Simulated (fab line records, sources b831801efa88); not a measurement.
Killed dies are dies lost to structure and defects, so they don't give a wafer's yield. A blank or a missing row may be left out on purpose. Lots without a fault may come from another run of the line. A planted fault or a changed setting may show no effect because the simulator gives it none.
fab line records | flow gf180mcu
record lots=5 wafers=15 last_day=34
route steps=602 shown MVSD@77 MVPSD@78 VT_IMPLANT@90
lots that met no fault: from a run of the same line without faults
start_h: hours from the record's first day to the start of the lot's first wafer shown | wait_h: hours since the lot's step before | " the same as in the row above | L1.1+2: a row that stands for several wafers | - no value, or no start given | * or withheld: withheld | < > ~ a bound
route shown NAME@n: a module of which the file shows steps, and the number in the route of the first | usual: mean/standard deviation of fault-free wafers | same: alike in all rows | chamber/n: place in a boat | sites: the reading at each site | _std_site: their standard deviation | _edge_site: outer sites' mean less inner sites' | radius_mm: how far each site lies from the wafer's centre | mask NAME#n: copy n | behind: the tool/chamber that last shaped the wafer | hold: why the lot was held/for how many hours/how that ended | device: the transistor (n, p or np) that didn't switch | end of line: the same wafers' tests at the end of the route | a step without rows: its recipe alone | killed: dies lost to structure and defects at the first sort, not the wafer's yield | map: a wafer's dies, x killed, . not, _ none there
set.NAME: the setting as run; set.NAME@STEP: as run at that earlier step | model.NAME: the simulator's own value behind a step, which no gauge read
lots at some steps of the route; a table a step, a row a wafer
services: from which hour (start_h, from the record's first day; less than 0 if before it) a tool's chamber was out of use, for how many hours, and why
## steps
# step GF_MVSD_TW_MEAS_11
# usual MVSD_TW=1584/14
# columns lot.wafer tool chamber start_h wait_h MVSD_TW
L077.3 film_metro-04 - 109.48 0.1 1590
L077.5 " - " " 1579
L077.6 " - " " 1587
L078.1 film_metro-03 - 110.20 0.1 1585
L078.3 " - " " 1598
L078.5 " - " " 1602
L082.1 film_metro-04 - 131.56 0.1 1595
L082.3 " - " " 1607
L082.4 " - " " 1593
L094.4 film_metro-04 - 202.73 0.1 1596
L094.5 " - " " 1595
L094.6 " - " " 1595
L096.1 film_metro-01 - 215.00 0.1 1576
L096.3 " - " " 1572
L096.6 " - " " 1581
# step GF_MVPSD_DEHYDRATE_00
# recipe temp_c=200 time_s=60
# columns lot.wafer tool chamber start_h wait_h
L077.3+5+6 litho_track-03 0 116.32 6.8
L078.1+3+5 litho_track-03 0 117.27 7.1
L082.1+3+4 litho_track-03 0 139.37 7.8
L094.4+5+6 litho_track-01 0 211.68 8.9
L096.1+3+6 litho_track-01 0 223.26 8.3
# step GF_MVPSD_HMDS_01
# recipe prime_time_s=60 prime_temp_c=120
# columns lot.wafer tool chamber start_h wait_h
L077.3+5+6 litho_track-03 0 116.47 0.1
L078.1+3+5 litho_track-03 0 117.42 0.1
L082.1+3+4 litho_track-03 0 139.52 0.1
L094.4+5+6 litho_track-01 0 211.83 0.1
L096.1+3+6 litho_track-01 0 223.41 0.1
# step GF_MVPSD_COAT_02
# recipe spin_rpm=2000 resist_thk_nm=3000
# columns lot.wafer tool chamber start_h wait_h
L077.3+5+6 litho_track-03 0 116.62 0.1
L078.1+3+5 litho_track-03 0 117.57 0.1
L082.1+3+4 litho_track-03 0 139.67 0.1
L094.4+5+6 litho_track-01 0 211.98 0.1
L096.1+3+6 litho_track-01 0 223.56 0.1
# step GF_MVPSD_SOFTBAKE_03
# recipe temp_c=110 time_s=withheld
# columns lot.wafer tool chamber start_h wait_h
L077.3+5+6 litho_track-03 0 116.79 0.1
L078.1+3+5 litho_track-03 0 117.72 0.1
L082.1+3+4 litho_track-03 0 139.82 0.1
L094.4+5+6 litho_track-01 0 212.16 0.1
L096.1+3+6 litho_track-01 0 223.71 0.1
# step GF_MVPSD_EXPOSE_04
# recipe mask_id=MVPSD target_cd_nm=1000 na=0.6 source_shape=conventional sigma_outer=0.6 dose_mj=260
# columns lot.wafer tool chamber start_h wait_h mask
L077.3+5+6 iline_stepper-02 0 - - MVPSD#0
L078.1+3+5 iline_stepper-01 0 - - MVPSD#0
L082.1+3+4 iline_stepper-02 0 - - MVPSD#0
L094.4+5+6 iline_stepper-02 0 - - MVPSD#0
L096.1+3+6 iline_stepper-01 0 - - MVPSD#0
# step GF_MVPSD_PEB_05
# recipe temp_c=115 time_s=withheld
# columns lot.wafer tool chamber start_h wait_h
L077.3+5+6 litho_track-03 0 - -
L078.1+3+5 litho_track-03 0 - -
L082.1+3+4 litho_track-03 0 - -
L094.4+5+6 litho_track-03 0 - -
L096.1+3+6 litho_track-02 0 - -
# step GF_MVPSD_DEVELOP_06
# recipe wall_angle_deg=90 develop_time_s=60 dev_temp_c=23
# columns lot.wafer tool chamber start_h wait_h
L077.3+5+6 litho_track-03 0 - -
L078.1+3+5 litho_track-03 0 - -
L082.1+3+4 litho_track-03 0 - -
L094.4+5+6 litho_track-03 0 - -
L096.1+3+6 litho_track-02 0 - -
# step GF_MVPSD_OVL_MEAS_07
# usual MVPSD_OVL=-0.1/1.3
# columns lot.wafer tool chamber start_h wait_h MVPSD_OVL[nm]
L077.3 overlay-01 - 124.33 - 1.4
L077.5 " - " " 0.7
L077.6 " - " " 1.9
L078.1 overlay-02 - 125.67 - 0.7
L078.3 " - " " 1.7
L078.5 " - " " 0.3
L082.1 overlay-01 - 148.07 - 0.1
L082.3 " - " " -2.0
L082.4 " - " " -1.5
L094.4 overlay-01 - 220.99 - 0.6
L094.5 " - " " 1.2
L094.6 " - " " 0.8
L096.1 overlay-02 - 233.33 - 1.8
L096.3 " - " " 0.6
L096.6 " - " " 2.2
# step GF_MVPSD_IMPLANT_08
# recipe species=B energy_kev=170 dose_cm2=1.5e+13 tilt_deg=0
# columns lot.wafer tool chamber start_h wait_h
L077.3+5+6 implanter-02 0 124.41 0.1
L078.1+3+5 implanter-01 0 125.71 0.0
L082.1+3+4 implanter-03 0 148.11 0.0
L094.4+5+6 implanter-02 0 221.08 0.1
L096.1+3+6 implanter-01 0 233.36 0.0
# step GF_MVPSD_IMPLANT_09
# recipe species=B energy_kev=40 dose_cm2=5.047e+12 tilt_deg=0
# columns lot.wafer tool chamber start_h wait_h
L077.3+5+6 implanter-02 0 124.56 0.1
L078.1+3+5 implanter-01 0 125.86 0.1
L082.1+3+4 implanter-03 0 148.26 0.1
L094.4+5+6 implanter-02 0 221.23 0.1
L096.1+3+6 implanter-01 0 233.51 0.1
# step GF_MVPSD_STRIP_10
# recipe chemistry=O2/N2 power_w=1400 pressure_mtorr=1500 platen_temp_c=250 o2_flow_sccm=3000 n2_flow_sccm=300 overash_fraction=0.5
# usual drypump_motor_current_A=5.9/0.54 heater_power_w=325/14 oes_product_au=0.723/0.0044 strip_time_to_endpoint_s=36.96/0.11
# columns lot.wafer tool chamber start_h wait_h drypump_motor_current_A heater_power_w oes_product_au rf_hours_counter_h strip_time_to_endpoint_s
L077.3 plasma_asher-03 1 124.69 0.1 5.2 314 0.720 - 37.06
L077.5 " 0 " " 6.2 331 0.722 - 37.16
L077.6 " 1 " " 5.2 309 0.721 - 36.99
L078.1 plasma_asher-04 0 126.01 0.1 6.1 351 0.713 49 37.11
L078.3 " 0 " " 6.1 351 0.723 - 37.01
L078.5 " 0 " " 6.1 349 0.722 - 37.16
L082.1 plasma_asher-03 1 148.41 0.1 5.2 309 0.724 36 37.05
L082.3 " 0 " " 6.2 329 0.715 - 37.08
L082.4 " 1 " " 5.2 309 0.724 - 37.03
L094.4 plasma_asher-01 0 221.34 0.1 5.2 311 0.722 - 37.00
L094.5 " 1 " " 5.9 312 0.732 - 37.03
L094.6 " 0 " " 5.2 319 0.728 - 36.98
L096.1 plasma_asher-01 1 233.66 0.1 5.9 327 0.719 55 37.00
L096.3 " 1 " " 5.9 318 0.721 - 37.00
L096.6 " 1 " " 5.9 319 0.725 - 36.91
# step GF_MVPSD_TW_MEAS_11
# usual MVPSD_TW=559/3.8
# columns lot.wafer tool chamber start_h wait_h MVPSD_TW
L077.3 film_metro-04 - 124.78 0.1 563
L077.5 " - " " 561
L077.6 " - " " 563
L078.1 film_metro-04 - 126.11 0.1 561
L078.3 " - " " 558
L078.5 " - " " 557
L082.1 film_metro-03 - 148.51 0.1 557
L082.3 " - " " 564
L082.4 " - " " 558
L094.4 film_metro-04 - 221.44 0.1 560
L094.5 " - " " 558
L094.6 " - " " 560
L096.1 film_metro-03 - 233.76 0.1 562
L096.3 " - " " 562
L096.6 " - " " 562
# step GF_VT_IMPLANT_DEHYDRATE_00
# recipe temp_c=200 time_s=60
# columns lot.wafer tool chamber start_h wait_h
L077.3+5+6 litho_track-01 0 132.01 7.2
L078.1+3+5 litho_track-04 0 133.22 7.1
L082.1+3+4 litho_track-02 0 156.38 7.9
L094.4+5+6 litho_track-04 0 229.95 8.5
L096.1+3+6 litho_track-04 0 242.37 8.6
# step GF_VT_IMPLANT_HMDS_01
# recipe prime_time_s=60 prime_temp_c=120
# columns lot.wafer tool chamber start_h wait_h
L077.3+5+6 litho_track-01 0 132.16 0.1
L078.1+3+5 litho_track-04 0 133.37 0.1
L082.1+3+4 litho_track-02 0 156.53 0.1
L094.4+5+6 litho_track-04 0 230.10 0.1
L096.1+3+6 litho_track-04 0 242.52 0.1
# step GF_VT_IMPLANT_COAT_02
# recipe resist=NOVOLAK spin_rpm=3000 resist_thk_nm=1000
# columns lot.wafer tool chamber start_h wait_h
L077.3+5+6 litho_track-01 0 132.31 0.1
L078.1+3+5 litho_track-04 0 133.52 0.1
L082.1+3+4 litho_track-02 0 156.68 0.1
L094.4+5+6 litho_track-04 0 230.25 0.1
L096.1+3+6 litho_track-04 0 242.67 0.1
# step GF_VT_IMPLANT_SOFTBAKE_03
# recipe temp_c=90 time_s=60 resist=NOVOLAK
# columns lot.wafer tool chamber start_h wait_h
L077.3+5+6 litho_track-01 0 132.46 0.1
L078.1+3+5 litho_track-04 0 133.67 0.1
L082.1+3+4 litho_track-02 0 156.83 0.1
L094.4+5+6 litho_track-04 0 230.40 0.1
L096.1+3+6 litho_track-04 0 242.82 0.1
# step GF_VT_IMPLANT_EXPOSE_04
# recipe mask_id=LVPWELL_LV_AREA target_cd_nm=600 na=0.6 source_shape=conventional sigma_outer=0.6 dose_mj=140
# columns lot.wafer tool chamber start_h wait_h mask
L077.3+5+6 iline_stepper-02 0 - - LVPWELL_LV_AREA#0
L078.1+3+5 iline_stepper-02 0 - - LVPWELL_LV_AREA#0
L082.1+3+4 iline_stepper-01 0 - - LVPWELL_LV_AREA#0
L094.4+5+6 iline_stepper-01 0 - - LVPWELL_LV_AREA#0
L096.1+3+6 iline_stepper-01 0 - - LVPWELL_LV_AREA#0
# step GF_VT_IMPLANT_PEB_05
# recipe temp_c=withheld time_s=* resist=NOVOLAK
# columns lot.wafer tool chamber start_h wait_h
L077.3+5+6 litho_track-01 0 - -
L078.1+3+5 litho_track-04 0 - -
L082.1+3+4 litho_track-01 0 - -
L094.4+5+6 litho_track-01 0 - -
L096.1+3+6 litho_track-04 0 - -
# step GF_VT_IMPLANT_DEVELOP_06
# recipe develop_time_s=60 dev_temp_c=23
# columns lot.wafer tool chamber start_h wait_h
L077.3+5+6 litho_track-01 0 140.16 0.1
L078.1+3+5 litho_track-04 0 141.42 0.1
L082.1+3+4 litho_track-01 0 164.91 0.1
L094.4+5+6 litho_track-01 0 239.63 0.1
L096.1+3+6 litho_track-04 0 251.97 0.1
# step GF_VT_IMPLANT_OVL_MEAS_07
# usual VT_IMPLANT_OVL=0.5/1.5
# columns lot.wafer tool chamber start_h wait_h VT_IMPLANT_OVL[nm]
L077.3 overlay-01 - 140.27 0.1 0.3
L077.5 " - " " 0.9
L077.6 " - " " 0.8
L078.1 overlay-02 - 141.57 0.1 1.3
L078.3 " - " " 1.0
L078.5 " - " " 3.8
L082.1 overlay-02 - 165.06 0.1 -1.2
L082.3 " - " " -2.5
L082.4 " - " " -1.0
L094.4 overlay-02 - 239.73 0.1 2.4
L094.5 " - " " 1.7
L094.6 " - " " -0.4
L096.1 overlay-02 - 252.12 0.1 0.8
L096.3 " - " " 2.4
L096.6 " - " " 2.7
# step GF_VT_IMPLANT_IMPLANT_08
# recipe species=BF2 energy_kev=20 dose_cm2=8.29e+12 tilt_deg=7
# columns lot.wafer tool chamber start_h wait_h
L077.3+5+6 implanter-04 0 140.35 0.1
L078.1+3+5 implanter-01 0 141.61 0.0
L082.1+3+4 implanter-04 0 165.10 0.0
L094.4+5+6 implanter-03 0 239.82 0.1
L096.1+3+6 implanter-01 0 252.16 0.0
# step GF_VT_IMPLANT_STRIP_09
# recipe chemistry=O2/N2 power_w=1400 pressure_mtorr=1500 platen_temp_c=250 o2_flow_sccm=3000 n2_flow_sccm=300 overash_fraction=0.5
# usual drypump_motor_current_A=5.8/0.53 heater_power_w=326/13 oes_product_au=0.717/0.0045 strip_time_to_endpoint_s=12.61/0.036
# columns lot.wafer tool chamber start_h wait_h drypump_motor_current_A heater_power_w oes_product_au rf_hours_counter_h strip_time_to_endpoint_s
L077.3 plasma_asher-02 1 140.50 0.1 5.1 344 0.720 - 12.65
L077.5 " 0 " " 5.6 315 0.713 - 12.64
L077.6 " 1 " " 5.1 335 0.718 - 12.66
L078.1 plasma_asher-03 0 141.76 0.1 6.2 322 0.703 35 12.60
L078.3 " 1 " " 5.2 301 0.717 - 12.61
L078.5 " 1 " " 5.2 311 0.718 - 12.62
L082.1 plasma_asher-04 0 165.25 0.1 6.1 355 0.717 53 12.54
L082.3 " 1 " " 6.7 316 0.722 - 12.53
L082.4 " 0 " " 6.1 348 0.716 - 12.52
L094.4 plasma_asher-02 0 239.93 0.1 5.7 322 0.721 - 12.56
L094.5 " 1 " " 5.1 345 0.716 - 12.61
L094.6 " 0 " " 5.7 323 0.712 - 12.59
L096.1 plasma_asher-03 1 252.31 0.1 5.2 304 0.712 47 12.62
L096.3 " 0 " " 6.2 332 0.721 - 12.58
L096.6 " 0 " " 6.2 326 0.716 - 12.62
# step GF_VT_IMPLANT_TW_MEAS_10
# usual VT_IMPLANT_TW=566/3.6
# columns lot.wafer tool chamber start_h wait_h VT_IMPLANT_TW
L077.3 film_metro-02 - 140.58 0.1 566
L077.5 " - " " 566
L077.6 " - " " 567
L078.1 film_metro-02 - 141.86 0.1 567
L078.3 " - " " 567
L078.5 " - " " 567
L082.1 film_metro-01 - 165.35 0.1 561
L082.3 " - " " 561
L082.4 " - " " 560
L094.4 film_metro-04 - 240.02 0.1 568
L094.5 " - " " 570
L094.6 " - " " 567
L096.1 film_metro-04 - 252.41 0.1 566
L096.3 " - " " 566
L096.6 " - " " 568
# step GF_VT_IMPLANT_DEHYDRATE_11
# recipe temp_c=200 time_s=60
# columns lot.wafer tool chamber start_h wait_h
L077.3+5+6 litho_track-01 0 148.26 7.7
L078.1+3+5 litho_track-04 0 149.52 7.7
L082.1+3+4 litho_track-02 0 173.18 7.8
L094.4+5+6 litho_track-01 0 248.13 8.1
L096.1+3+6 litho_track-04 0 261.07 8.7
# step GF_VT_IMPLANT_HMDS_12
# recipe prime_time_s=60 prime_temp_c=120
# columns lot.wafer tool chamber start_h wait_h
L077.3+5+6 litho_track-01 0 148.41 0.1
L078.1+3+5 litho_track-04 0 149.67 0.1
L082.1+3+4 litho_track-02 0 173.33 0.1
L094.4+5+6 litho_track-01 0 248.28 0.1
L096.1+3+6 litho_track-04 0 261.22 0.1
# step GF_VT_IMPLANT_COAT_13
# recipe resist=NOVOLAK spin_rpm=3000 resist_thk_nm=1000
# columns lot.wafer tool chamber start_h wait_h
L077.3+5+6 litho_track-01 0 148.56 0.1
L078.1+3+5 litho_track-04 0 149.82 0.1
L082.1+3+4 litho_track-02 0 173.48 0.1
L094.4+5+6 litho_track-01 0 248.43 0.1
L096.1+3+6 litho_track-04 0 261.37 0.1
# step GF_VT_IMPLANT_SOFTBAKE_14
# recipe temp_c=90 time_s=60 resist=NOVOLAK
# columns lot.wafer tool chamber start_h wait_h
L077.3+5+6 litho_track-01 0 148.71 0.1
L078.1+3+5 litho_track-04 0 149.97 0.1
L082.1+3+4 litho_track-02 0 173.63 0.1
L094.4+5+6 litho_track-01 0 248.58 0.1
L096.1+3+6 litho_track-04 0 261.52 0.1
# step GF_VT_IMPLANT_EXPOSE_15
# recipe mask_id=Nwell_LV_AREA target_cd_nm=860 na=0.6 source_shape=conventional sigma_outer=0.6 dose_mj=140
# columns lot.wafer tool chamber start_h wait_h mask
L077.3+5+6 iline_stepper-01 0 - - Nwell_LV_AREA#0
L078.1+3+5 iline_stepper-02 0 - - Nwell_LV_AREA#0
L082.1+3+4 iline_stepper-02 0 - - Nwell_LV_AREA#0
L094.4+5+6 iline_stepper-02 0 - - Nwell_LV_AREA#0
L096.1+3+6 iline_stepper-01 0 - - Nwell_LV_AREA#0
# step GF_VT_IMPLANT_PEB_16
# recipe temp_c=withheld time_s=* resist=NOVOLAK
# columns lot.wafer tool chamber start_h wait_h
L077.3+5+6 litho_track-04 0 - -
L078.1+3+5 litho_track-04 0 - -
L082.1+3+4 litho_track-04 0 - -
L094.4+5+6 litho_track-02 0 - -
L096.1+3+6 litho_track-01 0 - -
# step GF_VT_IMPLANT_DEVELOP_17
# recipe develop_time_s=60 dev_temp_c=23
# columns lot.wafer tool chamber start_h wait_h
L077.3+5+6 litho_track-04 0 156.62 0.1
L078.1+3+5 litho_track-04 0 157.77 0.1
L082.1+3+4 litho_track-04 0 182.42 0.1
L094.4+5+6 litho_track-02 0 257.75 0.1
L096.1+3+6 litho_track-01 0 271.41 0.1
# step GF_VT_IMPLANT_OVL_MEAS_18
# usual VT_IMPLANT_01_OVL=-0.1/1.2
# columns lot.wafer tool chamber start_h wait_h VT_IMPLANT_01_OVL[nm]
L077.3 overlay-01 - 156.74 0.1 -0.1
L077.5 " - " " -0.7
L077.6 " - " " -0.5
L078.1 overlay-02 - 157.92 0.1 -2.3
L078.3 " - " " -0.4
L078.5 " - " " 2.0
L082.1 overlay-02 - 182.57 0.1 -1.2
L082.3 " - " " -2.1
L082.4 " - " " -0.4
L094.4 overlay-01 - 257.84 0.1 -0.7
L094.5 " - " " -0.2
L094.6 " - " " 1.7
L096.1 overlay-02 - 271.56 0.1 -0.3
L096.3 " - " " 0.7
L096.6 " - " " 0.0
# step GF_VT_IMPLANT_IMPLANT_19
# recipe species=As energy_kev=100 dose_cm2=4.35e+12 tilt_deg=7
# columns lot.wafer tool chamber start_h wait_h
L077.3+5+6 implanter-04 0 156.81 0.1
L078.1+3+5 implanter-04 0 157.96 0.0
L082.1+3+4 implanter-01 0 182.61 0.0
L094.4+5+6 implanter-03 0 257.94 0.1
L096.1+3+6 implanter-04 0 271.59 0.0
# step GF_VT_IMPLANT_STRIP_20
# recipe chemistry=O2/N2 power_w=1354 pressure_mtorr=1500 platen_temp_c=250 o2_flow_sccm=3000 n2_flow_sccm=300 overash_fraction=0.5
# usual drypump_motor_current_A=5.7/0.52 heater_power_w=328/13 oes_product_au=0.703/0.0046 strip_time_to_endpoint_s=12.87/0.033
# columns lot.wafer tool chamber start_h wait_h drypump_motor_current_A heater_power_w oes_product_au rf_hours_counter_h strip_time_to_endpoint_s
L077.3 plasma_asher-03 0 156.94 0.1 6.2 329 0.699 - 12.89
L077.5 " 0 " " 6.2 335 0.706 - 12.89
L077.6 " 1 " " 5.2 312 0.701 - 12.90
L078.1 plasma_asher-04 0 158.11 0.1 6.1 339 0.705 52 12.87
L078.3 " 0 " " 6.1 353 0.704 - 12.85
L078.5 " 1 " " 6.7 324 0.702 - 12.86
L082.1 plasma_asher-02 0 182.76 0.1 5.6 319 0.696 7 12.88
L082.3 " 0 " " 5.6 325 0.694 - 12.85
L082.4 " 1 " " 5.1 332 0.709 - 12.83
L094.4 plasma_asher-02 1 258.05 0.1 5.1 340 0.704 - 12.91
L094.5 " 1 " " 5.1 342 0.710 - 12.91
L094.6 " 0 " " 5.6 319 0.703 - 12.93
L096.1 plasma_asher-03 1 271.74 0.1 5.2 310 0.703 49 12.92
L096.3 " 1 " " 5.2 308 0.707 - 12.86
L096.6 " 1 " " 5.2 308 0.694 - 12.89
# step GF_VT_IMPLANT_TW_MEAS_21
# usual VT_IMPLANT_2_TW=1220/6.9
# columns lot.wafer tool chamber start_h wait_h VT_IMPLANT_2_TW
L077.3 film_metro-04 - 157.03 0.1 1228
L077.5 " - " " 1231
L077.6 " - " " 1234
L078.1 film_metro-02 - 158.21 0.1 1227
L078.3 " - " " 1224
L078.5 " - " " 1219
L082.1 film_metro-01 - 182.86 0.1 1204
L082.3 " - " " 1211
L082.4 " - " " 1201
L094.4 film_metro-02 - 258.14 0.1 1213
L094.5 " - " " 1216
L094.6 " - " " 1218
L096.1 film_metro-02 - 271.84 0.1 1221
L096.3 " - " " 1224
L096.6 " - " " 1223
# step GF_VT_IMPLANT_DEHYDRATE_22
# recipe temp_c=200 time_s=60
# columns lot.wafer tool chamber start_h wait_h
L077.3+5+6 litho_track-02 0 164.53 7.5
L078.1+3+5 litho_track-01 0 165.71 7.5
L082.1+3+4 litho_track-01 0 191.16 8.3
L094.4+5+6 litho_track-02 0 267.55 9.4
L096.1+3+6 litho_track-04 0 281.47 9.6
# step GF_VT_IMPLANT_HMDS_23
# recipe prime_time_s=60 prime_temp_c=120
# columns lot.wafer tool chamber start_h wait_h
L077.3+5+6 litho_track-02 0 164.68 0.1
L078.1+3+5 litho_track-01 0 165.86 0.1
L082.1+3+4 litho_track-01 0 191.31 0.1
L094.4+5+6 litho_track-02 0 267.70 0.1
L096.1+3+6 litho_track-04 0 281.62 0.1
# step GF_VT_IMPLANT_COAT_24
# recipe resist=NOVOLAK spin_rpm=3000 resist_thk_nm=1000
# columns lot.wafer tool chamber start_h wait_h
L077.3+5+6 litho_track-02 0 164.83 0.1
L078.1+3+5 litho_track-01 0 166.01 0.1
L082.1+3+4 litho_track-01 0 191.46 0.1
L094.4+5+6 litho_track-02 0 267.85 0.1
L096.1+3+6 litho_track-04 0 281.77 0.1
# step GF_VT_IMPLANT_SOFTBAKE_25
# recipe temp_c=90 time_s=60 resist=NOVOLAK
# columns lot.wafer tool chamber start_h wait_h
L077.3+5+6 litho_track-02 0 164.98 0.1
L078.1+3+5 litho_track-01 0 166.16 0.1
L082.1+3+4 litho_track-01 0 191.61 0.1
L094.4+5+6 litho_track-02 0 268.00 0.1
L096.1+3+6 litho_track-04 0 281.92 0.1
# step GF_VT_IMPLANT_EXPOSE_26
# recipe mask_id=LVPWELL_HV_AREA target_cd_nm=860 na=0.6 source_shape=conventional sigma_outer=0.6 dose_mj=140
# columns lot.wafer tool chamber start_h wait_h mask
L077.3+5+6 iline_stepper-02 0 - - LVPWELL_HV_AREA#0
L078.1+3+5 iline_stepper-01 0 - - LVPWELL_HV_AREA#0
L082.1+3+4 iline_stepper-01 0 - - LVPWELL_HV_AREA#0
L094.4+5+6 iline_stepper-02 0 - - LVPWELL_HV_AREA#0
L096.1+3+6 iline_stepper-01 0 - - LVPWELL_HV_AREA#0
# step GF_VT_IMPLANT_PEB_27
# recipe temp_c=withheld time_s=* resist=NOVOLAK
# columns lot.wafer tool chamber start_h wait_h
L077.3+5+6 litho_track-01 0 - -
L078.1+3+5 litho_track-02 0 - -
L082.1+3+4 litho_track-04 0 - -
L094.4+5+6 litho_track-01 0 - -
L096.1+3+6 litho_track-02 0 - -
# step GF_VT_IMPLANT_DEVELOP_28
# recipe develop_time_s=60 dev_temp_c=23
# columns lot.wafer tool chamber start_h wait_h
L077.3+5+6 litho_track-01 0 173.36 0.1
L078.1+3+5 litho_track-02 0 174.58 0.1
L082.1+3+4 litho_track-04 0 199.97 0.1
L094.4+5+6 litho_track-01 0 277.38 0.1
L096.1+3+6 litho_track-02 0 291.68 0.1
# step GF_VT_IMPLANT_OVL_MEAS_29
# usual VT_IMPLANT_02_OVL=0.2/1.4
# columns lot.wafer tool chamber start_h wait_h VT_IMPLANT_02_OVL[nm]
L077.3 overlay-02 - 173.47 0.1 0.8
L077.5 " - " " -1.0
L077.6 " - " " 1.2
L078.1 overlay-01 - 174.73 0.1 0.5
L078.3 " - " " -1.1
L078.5 " - " " -1.0
L082.1 overlay-02 - 200.12 0.1 0.8
L082.3 " - " " 2.4
L082.4 " - " " 0.6
L094.4 overlay-02 - 277.48 0.1 1.8
L094.5 " - " " 1.2
L094.6 " - " " 1.2
L096.1 overlay-01 - 291.83 0.1 -1.6
L096.3 " - " " -2.0
L096.6 " - " " -4.8
# step GF_VT_IMPLANT_IMPLANT_30
# recipe species=B energy_kev=25.45 dose_cm2=2.534e+12 tilt_deg=7
# columns lot.wafer tool chamber start_h wait_h
L077.3+5+6 implanter-03 0 173.55 0.1
L078.1+3+5 implanter-01 0 174.76 0.0
L082.1+3+4 implanter-04 0 200.16 0.0
L094.4+5+6 implanter-01 0 277.57 0.1
L096.1+3+6 implanter-04 0 291.86 0.0
# step GF_VT_IMPLANT_STRIP_31
# recipe chemistry=O2/N2 power_w=1400 pressure_mtorr=1500 platen_temp_c=250 o2_flow_sccm=3000 n2_flow_sccm=300 overash_fraction=0.5
# usual drypump_motor_current_A=5.8/0.55 heater_power_w=328/14 oes_product_au=0.716/0.0046 strip_time_to_endpoint_s=12.61/0.042
# columns lot.wafer tool chamber start_h wait_h drypump_motor_current_A heater_power_w oes_product_au rf_hours_counter_h strip_time_to_endpoint_s
L077.3 plasma_asher-02 1 173.68 0.1 5.1 340 0.717 - 12.55
L077.5 " 0 " " 5.6 329 0.716 - 12.53
L077.6 " 1 " " 5.1 334 0.721 - 12.54
L078.1 plasma_asher-04 1 174.91 0.1 6.7 316 0.719 54 12.62
L078.3 " 0 " " 6.1 342 0.719 - 12.66
L078.5 " 0 " " 6.1 352 0.713 - 12.68
L082.1 plasma_asher-03 0 200.31 0.1 6.2 328 0.715 41 12.63
L082.3 " 1 " " 5.2 305 0.714 - 12.66
L082.4 " 0 " " 6.2 334 0.716 - 12.61
L094.4 plasma_asher-02 1 277.68 0.1 5.1 348 0.717 - 12.53
L094.5 " 0 " " 5.6 325 0.722 - 12.59
L094.6 " 1 " " 5.1 335 0.715 - 12.61
L096.1 plasma_asher-03 1 292.01 0.1 5.2 317 0.706 51 12.64
L096.3 " 0 " " 6.2 325 0.715 - 12.64
L096.6 " 1 " " 5.2 305 0.718 - 12.69
# step GF_VT_IMPLANT_TW_MEAS_32
# usual VT_IMPLANT_3_TW=270.8/1.5
# columns lot.wafer tool chamber start_h wait_h VT_IMPLANT_3_TW
L077.3 film_metro-01 - 173.77 0.1 268.7
L077.5 " - " " 269.4
L077.6 " - " " 268.5
L078.1 film_metro-04 - 175.01 0.1 271.5
L078.3 " - " " 270.8
L078.5 " - " " 271.0
L082.1 film_metro-02 - 200.41 0.1 270.6
L082.3 " - " " 271.6
L082.4 " - " " 271.2
L094.4 film_metro-04 - 277.77 0.1 272.7
L094.5 " - " " 273.5
L094.6 " - " " 273.7
L096.1 film_metro-02 - 292.11 0.1 269.7
L096.3 " - " " 271.5
L096.6 " - " " 269.6
# step GF_VT_IMPLANT_DEHYDRATE_33
# recipe temp_c=200 time_s=60
# columns lot.wafer tool chamber start_h wait_h
L077.3+5+6 litho_track-04 0 181.72 7.9
L078.1+3+5 litho_track-04 0 183.17 8.1
L082.1+3+4 litho_track-01 0 208.36 7.9
L094.4+5+6 litho_track-02 0 286.70 8.9
L096.1+3+6 litho_track-04 0 301.77 9.6
# step GF_VT_IMPLANT_HMDS_34
# recipe prime_time_s=60 prime_temp_c=120
# columns lot.wafer tool chamber start_h wait_h
L077.3+5+6 litho_track-04 0 181.87 0.1
L078.1+3+5 litho_track-04 0 183.32 0.1
L082.1+3+4 litho_track-01 0 208.51 0.1
L094.4+5+6 litho_track-02 0 286.85 0.1
L096.1+3+6 litho_track-04 0 301.92 0.1
# step GF_VT_IMPLANT_COAT_35
# recipe resist=NOVOLAK spin_rpm=3000 resist_thk_nm=1000
# columns lot.wafer tool chamber start_h wait_h
L077.3+5+6 litho_track-04 0 182.02 0.1
L078.1+3+5 litho_track-04 0 183.47 0.1
L082.1+3+4 litho_track-01 0 208.66 0.1
L094.4+5+6 litho_track-02 0 287.00 0.1
L096.1+3+6 litho_track-04 0 302.07 0.1
# step GF_VT_IMPLANT_SOFTBAKE_36
# recipe temp_c=90 time_s=60 resist=NOVOLAK
# columns lot.wafer tool chamber start_h wait_h
L077.3+5+6 litho_track-04 0 182.17 0.1
L078.1+3+5 litho_track-04 0 183.62 0.1
L082.1+3+4 litho_track-01 0 208.81 0.1
L094.4+5+6 litho_track-02 0 287.15 0.1
L096.1+3+6 litho_track-04 0 302.22 0.1
# step GF_VT_IMPLANT_EXPOSE_37
# recipe mask_id=Nwell_HV_AREA target_cd_nm=860 na=0.6 source_shape=conventional sigma_outer=0.6 dose_mj=140
# columns lot.wafer tool chamber start_h wait_h mask
L077.3+5+6 iline_stepper-01 0 - - Nwell_HV_AREA#0
L078.1+3+5 iline_stepper-01 0 - - Nwell_HV_AREA#0
L082.1+3+4 iline_stepper-01 0 - - Nwell_HV_AREA#0
L094.4+5+6 iline_stepper-01 0 - - Nwell_HV_AREA#0
L096.1+3+6 iline_stepper-02 0 - - Nwell_HV_AREA#0
# step GF_VT_IMPLANT_PEB_38
# recipe temp_c=withheld time_s=* resist=NOVOLAK
# columns lot.wafer tool chamber start_h wait_h
L077.3+5+6 litho_track-02 0 - -
L078.1+3+5 litho_track-02 0 - -
L082.1+3+4 litho_track-01 0 - -
L094.4+5+6 litho_track-04 0 - -
L096.1+3+6 litho_track-04 0 - -
## services
# columns tool chamber start_h hours kind
plasma_asher-02 - 108.75 9.0 pm
implanter-04 - 112.58 3.3 pm
implanter-03 - 117.33 5.3 repair
iline_stepper-02 - 130.10 1.7 pm
plasma_asher-03 - 137.49 3.1 repair
implanter-03 - 140.42 4.6 repair
plasma_asher-01 - 159.35 4.0 repair
plasma_asher-01 - 170.82 2.8 pm
implanter-02 - 180.85 14.0 repair
iline_stepper-01 0 187.70 - calibration
iline_stepper-02 - 191.98 5.9 repair
implanter-01 - 192.01 2.2 repair
implanter-03 - 193.99 2.8 repair
iline_stepper-01 - 212.64 1.7 pm
implanter-02 - 217.26 1.6 repair
implanter-02 - 225.58 3.8 repair
implanter-04 - 230.30 2.5 repair
implanter-01 - 247.66 3.0 repair
implanter-03 - 251.11 4.5 pm
plasma_asher-04 - 273.60 1.3 repair
plasma_asher-01 - 277.35 1.5 repair
implanter-01 - 286.88 5.9 repair
implanter-02 - 307.21 1.4 repair
implanter-02 - 311.76 5.5 pm
## key
fault none
